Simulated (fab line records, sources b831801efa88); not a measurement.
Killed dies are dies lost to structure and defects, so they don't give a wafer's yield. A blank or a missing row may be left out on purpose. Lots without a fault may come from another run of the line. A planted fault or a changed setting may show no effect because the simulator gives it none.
fab line records | flow sky130
record lots=13 wafers=39 last_day=50
route steps=708 shown FIELD_ISO@17 NWELL@34 DNWELL@44 LDD_LDN@293
lots that met no fault: from a run of the same line without faults
start_h: hours from the record's first day to the start of the lot's first wafer shown | wait_h: hours since the lot's step before | " the same as in the row above | L1.1+2: a row that stands for several wafers | - no value, or no start given | * or withheld: withheld | < > ~ a bound
route shown NAME@n: a module of which the file shows steps, and the number in the route of the first | usual: mean/standard deviation of fault-free wafers | same: alike in all rows | chamber/n: place in a boat | sites: the reading at each site | _std_site: their standard deviation | _edge_site: outer sites' mean less inner sites' | radius_mm: how far each site lies from the wafer's centre | mask NAME#n: copy n | behind: the tool/chamber that last shaped the wafer | hold: why the lot was held/for how many hours/how that ended | device: the transistor (n, p or np) that didn't switch | end of line: the same wafers' tests at the end of the route | a step without rows: its recipe alone | killed: dies lost to structure and defects at the first sort, not the wafer's yield | map: a wafer's dies, x killed, . not, _ none there
set.NAME: the setting as run; set.NAME@STEP: as run at that earlier step | model.NAME: the simulator's own value behind a step, which no gauge read
steps of the route over a sample of lots; a table a step, a row a wafer
services: from which hour (start_h, from the record's first day; less than 0 if before it) a tool's chamber was out of use, for how many hours, and why
## steps
# step SKY_FIELD_ISO_STRIP_16
# recipe chemistry=O2/N2 power_w=1400 pressure_mtorr=1500 platen_temp_c=withheld o2_flow_sccm=3000 n2_flow_sccm=300 overash_fraction=0.5
# usual drypump_motor_current_A=5.9/0.5 oes_product_au=0.379/0.0046 strip_time_to_endpoint_s=3.560/0.028
# columns lot.wafer tool chamber start_h wait_h drypump_motor_current_A oes_product_au rf_hours_counter_h strip_time_to_endpoint_s
L223.4 plasma_asher-04 0 29.99 0.1 6.2 0.383 - 3.553
L223.5 " 0 " " 6.2 0.376 - 3.550
L223.6 " 1 " " 5.2 0.379 - 3.579
L224.4 plasma_asher-02 0 33.40 0.1 5.4 0.379 - 3.547
L224.5 " 1 " " 6.5 0.382 - 3.610
L224.6 " 0 " " 5.4 0.377 - 3.598
L225.3 plasma_asher-01 1 40.07 0.1 6.4 0.369 - 3.519
L225.4 " 0 " " 5.5 0.381 - 3.568
L225.6 " 0 " " 5.5 0.382 - 3.557
L230.1 plasma_asher-01 0 66.49 0.0 5.5 0.377 41 3.563
L230.2 " 1 " " 6.4 0.384 41 3.578
L230.6 " 0 " " 5.5 0.373 - 3.517
L231.1 plasma_asher-02 1 73.46 0.0 6.5 0.376 39 3.548
L231.3 " 0 " " 5.4 0.381 - 3.524
L231.6 " 1 " " 6.5 0.379 - 3.556
L232.2 plasma_asher-02 0 75.47 0.0 5.4 0.380 40 3.536
L232.3 " 1 " " 6.5 0.381 - 3.526
L232.6 " 1 " " 6.5 0.381 - 3.572
L233.1 plasma_asher-02 1 80.19 0.0 6.4 0.379 40 3.583
L233.3 " 1 " " 6.4 0.380 - 3.569
L233.6 " 0 " " 5.4 0.386 - 3.554
L241.1 plasma_asher-02 1 128.16 0.0 6.4 0.378 45 3.566
L241.3 " 1 " " 6.5 0.379 - 3.607
L241.4 " 0 " " 5.5 0.386 - 3.563
L242.1 plasma_asher-01 1 128.17 0.0 6.4 0.380 1 3.579
L242.4 " 1 " " 6.4 0.375 - 3.554
L242.5 " 0 " " 5.5 0.385 - 3.536
L243.1 plasma_asher-01 0 131.37 0.0 5.5 0.386 1 3.537
L243.4 " 0 " " 5.5 0.374 - 3.571
L243.6 " 1 " " 6.4 0.378 - 3.513
L244.1 plasma_asher-04 1 153.24 0.0 5.1 0.385 49 3.561
L244.4 " 1 " " 5.1 0.373 - 3.488
L244.5 " 1 " " 5.1 0.371 - 3.504
L246.1 plasma_asher-04 0 154.27 0.0 6.1 0.374 49 3.544
L246.3 " 0 " " 6.1 0.375 - 3.558
L246.5 " 0 " " 6.2 0.380 - 3.557
L245.3 plasma_asher-02 1 154.84 0.1 6.4 0.376 - 3.502
L245.4 " 0 " " 5.5 0.378 - 3.565
L245.5 " 1 " " 6.4 0.379 - 3.555
# step SKY_NWELL_THK_MEAS_02
# recipe reads=SiO2_of_NWELL_OXIDATION_01
# usual NWELL_OXIDATION_THK=10.01/0.22
# columns lot.wafer tool chamber start_h wait_h NWELL_OXIDATION_THK[nm]
L223.4 film_metro-01 - 38.81 0.0 9.95
L223.5 " - " " 9.87
L223.6 " - " " 9.87
L224.4 film_metro-04 - 43.21 0.0 10.02
L224.5 " - " " 9.99
L224.6 " - " " 10.00
L225.3 film_metro-03 - 49.67 0.0 9.54
L225.4 " - " " 9.61
L225.6 " - " " 9.74
L230.1 film_metro-04 - 74.25 0.0 9.90
L230.2 " - " " 9.92
L230.6 " - " " 9.85
L231.1 film_metro-03 - 80.91 0.0 10.02
L231.3 " - " " 10.02
L231.6 " - " " 10.11
L232.2 film_metro-03 - 83.04 0.0 10.06
L232.3 " - " " 9.96
L232.6 " - " " 10.18
L233.1 film_metro-04 - 86.08 0.0 9.78
L233.3 " - " " 9.84
L233.6 " - " " 9.59
L241.1 film_metro-03 - 136.76 0.0 10.29
L241.3 " - " " 10.28
L241.4 " - " " 10.30
L242.1 film_metro-01 - 136.76 0.0 9.99
L242.4 " - " " 10.26
L242.5 " - " " 9.99
L243.1 film_metro-01 - 139.67 0.0 10.24
L243.4 " - " " 10.19
L243.6 " - " " 10.35
L244.1 film_metro-04 - 160.46 0.0 10.34
L244.4 " - " " 10.16
L244.5 " - " " 10.18
L246.1 film_metro-01 - 162.37 0.0 9.90
L246.3 " - " " 9.90
L246.5 " - " " 9.74
L245.3 film_metro-01 - 166.24 0.0 10.15
L245.4 " - " " 10.07
L245.5 " - " " 9.96
# step SKY_DNWELL_TW_MEAS_09
# usual DNWELL_TW=1112/9.3
# columns lot.wafer tool chamber start_h wait_h DNWELL_TW
L223.4 film_metro-01 - 53.81 0.1 1109
L223.5 " - " " 1119
L223.6 " - " " 1110
L224.4 film_metro-04 - 59.00 0.1 1124
L224.5 " - " " 1130
L224.6 " - " " 1126
L225.3 film_metro-03 - 66.20 0.1 1116
L225.4 " - " " 1111
L225.6 " - " " 1111
L230.1 film_metro-04 - 91.67 0.1 1114
L230.2 " - " " 1115
L230.6 " - " " 1119
L231.1 film_metro-01 - 98.07 0.1 1099
L231.3 " - " " 1100
L231.6 " - " " 1099
L232.2 film_metro-03 - 100.19 0.1 1128
L232.3 " - " " 1118
L232.6 " - " " 1130
L233.1 film_metro-04 - 102.92 0.1 1121
L233.3 " - " " 1128
L233.6 " - " " 1121
L241.1 film_metro-03 - 157.07 0.1 1108
L241.3 " - " " 1113
L241.4 " - " " 1110
L242.1 film_metro-01 - 157.08 0.1 1095
L242.4 " - " " 1097
L242.5 " - " " 1097
L243.1 film_metro-04 - 159.93 0.1 1122
L243.4 " - " " 1118
L243.6 " - " " 1119
L244.1 film_metro-04 - 181.09 0.1 1124
L244.4 " - " " 1120
L244.5 " - " " 1126
L246.1 film_metro-04 - 182.57 0.1 1116
L246.3 " - " " 1119
L246.5 " - " " 1107
L245.3 film_metro-01 - 187.15 0.1 1102
L245.4 " - " " 1097
L245.5 " - " " 1096
# step SKY_LDD_LDN_EXPOSE_04
# recipe mask_id=LDNTM na=0.6 source_shape=conventional sigma_outer=0.6 polarization=unpolarized target_cd_nm=700 dose_mj=140
# usual focus_offset_nm=0.0/0.45
# columns lot.wafer tool chamber start_h wait_h mask focus_offset_nm
L223.4 iline_stepper-01 0 519.13 - LDNTM#0 -0.4
L223.5 " 0 " " LDNTM#0 0.3
L223.6 " 0 " " LDNTM#0 0.1
L224.4 iline_stepper-01 0 519.61 - LDNTM#0 -0.2
L224.5 " 0 " " LDNTM#0 -0.1
L224.6 " 0 " " LDNTM#0 -0.2
L225.3 iline_stepper-01 0 532.26 - LDNTM#0 -0.2
L225.4 " 0 " " LDNTM#0 0.0
L225.6 " 0 " " LDNTM#0 -0.6
L230.1 iline_stepper-01 0 571.55 - LDNTM#0 0.5
L230.2 " 0 " " LDNTM#0 0.1
L230.6 " 0 " " LDNTM#0 0.3
L231.1 iline_stepper-02 0 583.38 - LDNTM#0 -0.4
L231.3 " 0 " " LDNTM#0 -0.2
L231.6 " 0 " " LDNTM#0 0.5
L232.2 iline_stepper-02 0 586.59 - PSDM#0 -0.4
L232.3 " 0 " " PSDM#0 -0.3
L232.6 " 0 " " PSDM#0 -0.1
L233.1 iline_stepper-01 0 589.56 - LDNTM#0 0.0
L233.3 " 0 " " LDNTM#0 0.3
L233.6 " 0 " " LDNTM#0 0.7
L242.1 iline_stepper-02 0 669.85 - LDNTM#0 0.0
L242.4 " 0 " " LDNTM#0 0.0
L242.5 " 0 " " LDNTM#0 -0.3
L241.1 iline_stepper-01 0 670.45 - LDNTM#0 0.1
L241.3 " 0 " " LDNTM#0 -0.5
L241.4 " 0 " " LDNTM#0 0.2
L243.1 iline_stepper-02 0 672.82 - LDNTM#0 -0.3
L243.4 " 0 " " LDNTM#0 -0.7
L243.6 " 0 " " LDNTM#0 0.8
L244.1 iline_stepper-01 0 706.14 - LDNTM#0 0.5
L244.4 " 0 " " LDNTM#0 0.4
L244.5 " 0 " " LDNTM#0 -0.2
L246.1 iline_stepper-02 0 706.72 - LDNTM#0 0.0
L246.3 " 0 " " LDNTM#0 -0.4
L246.5 " 0 " " LDNTM#0 0.2
L245.3 iline_stepper-02 0 715.86 - LDNTM#0 0.1
L245.4 " 0 " " LDNTM#0 0.2
L245.5 " 0 " " LDNTM#0 -0.1
# step SKY_LDD_LDN_OVL_MEAS_07
# usual LDD_LDN_OVL=-0.5/1.4
# columns lot.wafer tool chamber start_h wait_h LDD_LDN_OVL[nm]
L223.4 overlay-01 - 534.34 0.1 -1.0
L223.5 " - " " 1.7
L223.6 " - " " -0.4
L224.4 overlay-01 - 534.97 0.1 1.3
L224.5 " - " " 1.9
L224.6 " - " " 0.8
L225.3 overlay-01 - 546.79 0.1 -0.2
L225.4 " - " " -2.6
L225.6 " - " " -1.8
L230.1 overlay-01 - 585.97 0.1 -0.4
L230.2 " - " " -1.4
L230.6 " - " " -1.4
L231.1 overlay-01 - 598.10 0.1 0.5
L231.3 " - " " -1.1
L231.6 " - " " -1.2
L232.2 overlay-01 - 601.16 0.1 -
L232.3 " - " " -
L232.6 " - " " -
L233.1 overlay-01 - 603.87 0.1 -1.4
L233.3 " - " " -1.3
L233.6 " - " " -1.1
L242.1 overlay-01 - 683.97 0.1 -0.8
L242.4 " - " " -2.5
L242.5 " - " " -1.6
L241.1 overlay-01 - 684.27 0.1 -0.1
L241.3 " - " " -2.5
L241.4 " - " " -2.8
L243.1 overlay-02 - 685.72 0.1 -1.6
L243.4 " - " " -1.0
L243.6 " - " " -1.0
L244.1 overlay-01 - 718.62 0.1 0.1
L244.4 " - " " 0.2
L244.5 " - " " -1.3
L246.1 overlay-01 - 718.98 0.1 -0.1
L246.3 " - " " -0.6
L246.5 " - " " -0.8
L245.3 overlay-02 - 729.78 0.1 0.5
L245.4 " - " " -4.3
L245.5 " - " " -1.6
# step SKY_LDD_LDN_TW_MEAS_13
# usual LDD_LDN_TW=1474/11
# columns lot.wafer tool chamber start_h wait_h LDD_LDN_TW
L223.4 film_metro-03 - 535.09 0.1 1482
L223.5 " - " " 1490
L223.6 " - " " 1488
L224.4 film_metro-03 - 535.72 0.1 1489
L224.5 " - " " 1481
L224.6 " - " " 1482
L225.3 film_metro-03 - 547.53 0.1 1486
L225.4 " - " " 1493
L225.6 " - " " 1481
L230.1 film_metro-02 - 586.70 0.1 1457
L230.2 " - " " 1458
L230.6 " - " " 1461
L231.1 film_metro-01 - 598.84 0.1 1464
L231.3 " - " " 1472
L231.6 " - " " 1464
L232.2 film_metro-01 - 601.90 0.1 30
L232.3 " - " " 30
L232.6 " - " " 30
L233.1 film_metro-01 - 604.60 0.1 1477
L233.3 " - " " 1475
L233.6 " - " " 1467
L242.1 film_metro-03 - 684.70 0.1 1467
L242.4 " - " " 1475
L242.5 " - " " 1476
L241.1 film_metro-02 - 685.80 0.1 1461
L241.3 " - " " 1458
L241.4 " - " " 1456
L243.1 film_metro-03 - 686.45 0.1 1472
L243.4 " - " " 1478
L243.6 " - " " 1470
L244.1 film_metro-03 - 719.35 0.1 1479
L244.4 " - " " 1479
L244.5 " - " " 1480
L246.1 film_metro-01 - 719.71 0.1 1479
L246.3 " - " " 1481
L246.5 " - " " 1477
L245.3 film_metro-01 - 730.52 0.1 1473
L245.4 " - " " 1473
L245.5 " - " " 1472
## services
# columns tool chamber start_h hours kind
iline_stepper-01 - 60.95 1.7 pm
iline_stepper-02 - 86.98 14.5 repair
iline_stepper-02 - 105.03 1.7 pm
iline_stepper-01 - 105.81 1.1 repair
iline_stepper-01 - 156.89 9.8 repair
plasma_asher-02 - 176.08 14.5 repair
iline_stepper-02 - 247.94 4.7 repair
iline_stepper-01 - 279.19 1.7 pm
iline_stepper-02 - 294.33 6.8 repair
iline_stepper-01 - 309.26 5.1 repair
iline_stepper-02 - 323.21 1.7 pm
iline_stepper-02 - 336.52 13.8 repair
plasma_asher-02 - 338.39 8.6 repair
iline_stepper-02 - 355.19 0.7 repair
plasma_asher-02 - 370.82 0.4 repair
plasma_asher-02 - 380.90 2.1 repair
iline_stepper-01 - 420.26 2.8 repair
iline_stepper-01 - 429.05 0.8 pm
iline_stepper-01 - 497.31 1.7 pm
iline_stepper-01 - 534.86 8.5 repair
iline_stepper-01 - 593.37 11.7 repair
iline_stepper-01 - 605.93 5.9 repair
iline_stepper-01 - 611.80 4.3 pm
iline_stepper-01 - 715.49 1.7 pm
## key
first_sign step=SKY_LDD_LDN_EXPOSE_04 reading=mask direction=changed
effect step=SKY_LDD_LDN_OVL_MEAS_07 reading=LDD_LDN_OVL direction=missing
effect step=SKY_LDD_LDN_TW_MEAS_13 reading=LDD_LDN_TW direction=down sigmas=99+ usual=1474 struck=30
met_at SKY_LDD_LDN_EXPOSE_04
struck_lots L232
sort_left_out L232.2,L232.3,L232.6
tester_left_out L232
not_acting_at SKY_FIELD_ISO_STRIP_16,SKY_NWELL_THK_MEAS_02,SKY_DNWELL_TW_MEAS_09
onset_between 583.38 586.59
fault kind=wrong_mask tool=any chamber=- onset_h=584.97 steps=SKY_LDD_LDN_EXPOSE_04 aux_copy=PSDM#0 scope=struck_lots_only
# tester_left_out: of these lots the tester's yield and bins aren't shown, on N5 and GAA mostly nor the transistor test; their killed dies are dies lost to structure and defects alone, not to doping, threshold or leakage, so they don't give the yield
# sort_left_out: the simulated sort isn't trusted on such a fault, so these wafers' sort isn't shown, and their yield isn't known
